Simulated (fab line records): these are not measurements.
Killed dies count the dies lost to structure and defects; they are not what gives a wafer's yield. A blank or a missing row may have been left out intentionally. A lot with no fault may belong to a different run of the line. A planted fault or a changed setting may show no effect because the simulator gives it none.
Which tool did it? | flow sky130 | 6 lots with 18 wafers sampled at 3 steps, on a route of 708 steps

== WHAT THE GAUGES SHOWED, per wafer ==
SKY_VT_ADJUST_HVTP_CD_MEAS_07: the cd target is 380 nm.
lot  | measured     | on        | cd nm (nm)
L598 | day 6 04:52  | cd sem-01 | 380 382 382
L604 | day 7 19:20  | cd sem-01 | 383 382 382
L611 | day 9 15:05  | cd sem-02 | 384 385 385
L614 | day 10 12:37 | cd sem-01 | 378 379 380
L617 | day 11 08:22 | cd sem-02 | 381 382 384
L619 | day 12 00:04 | cd sem-01 | 376 376 378

== WHICH TOOL RAN EACH LOT (tool, then ch and the chambers of the sampled wafers, then the start) ==
lot  | SKY_NWELL_COAT_05                | SKY_NWELL_STRIP_14
L598 | litho track-03 ch 0, day 4 08:31 | plasma asher-02 ch 0,1, day 4 17:18
L604 | litho track-04 ch 0, day 5 19:45 | plasma asher-01 ch 0,1, day 6 05:22
L611 | litho track-03 ch 0, day 7 11:13 | plasma asher-01 ch 1, day 7 21:23
L614 | litho track-02 ch 0, day 8 06:41 | plasma asher-03 ch 0,1, day 8 16:55
L617 | litho track-03 ch 0, day 8 23:07 | plasma asher-01 ch 0,1, day 9 10:23
L619 | litho track-04 ch 0, day 9 14:01 | plasma asher-03 ch 0,1, day 10 01:57
- SKY_NWELL_COAT_05: resist thk 3000 nm.
- SKY_NWELL_STRIP_14: strips in O2/N2.

== THE ANSWER, worked out from the rows above alone ==
Rule: the usual values come from the lots themselves. The widest of any qualifying gaps counts: lots, ordered by their means at a reading, are off when they make up no more than a third of the lots, leave a main group of 4 or more, and stand apart from it by 3 or more times the standard deviation of that group's means. The tables above print the reading to a certain number of digits; a main group whose means all agree to those digits is not used. A lot without any number at a reading at which 4 lots or more have one is off too. All remaining lots with rows at the step are treated as sound.
Across all readings shown, no lot is off: no conclusion can be drawn from this.

== WHAT WAS PUT IN BY THE SIMULATOR ==
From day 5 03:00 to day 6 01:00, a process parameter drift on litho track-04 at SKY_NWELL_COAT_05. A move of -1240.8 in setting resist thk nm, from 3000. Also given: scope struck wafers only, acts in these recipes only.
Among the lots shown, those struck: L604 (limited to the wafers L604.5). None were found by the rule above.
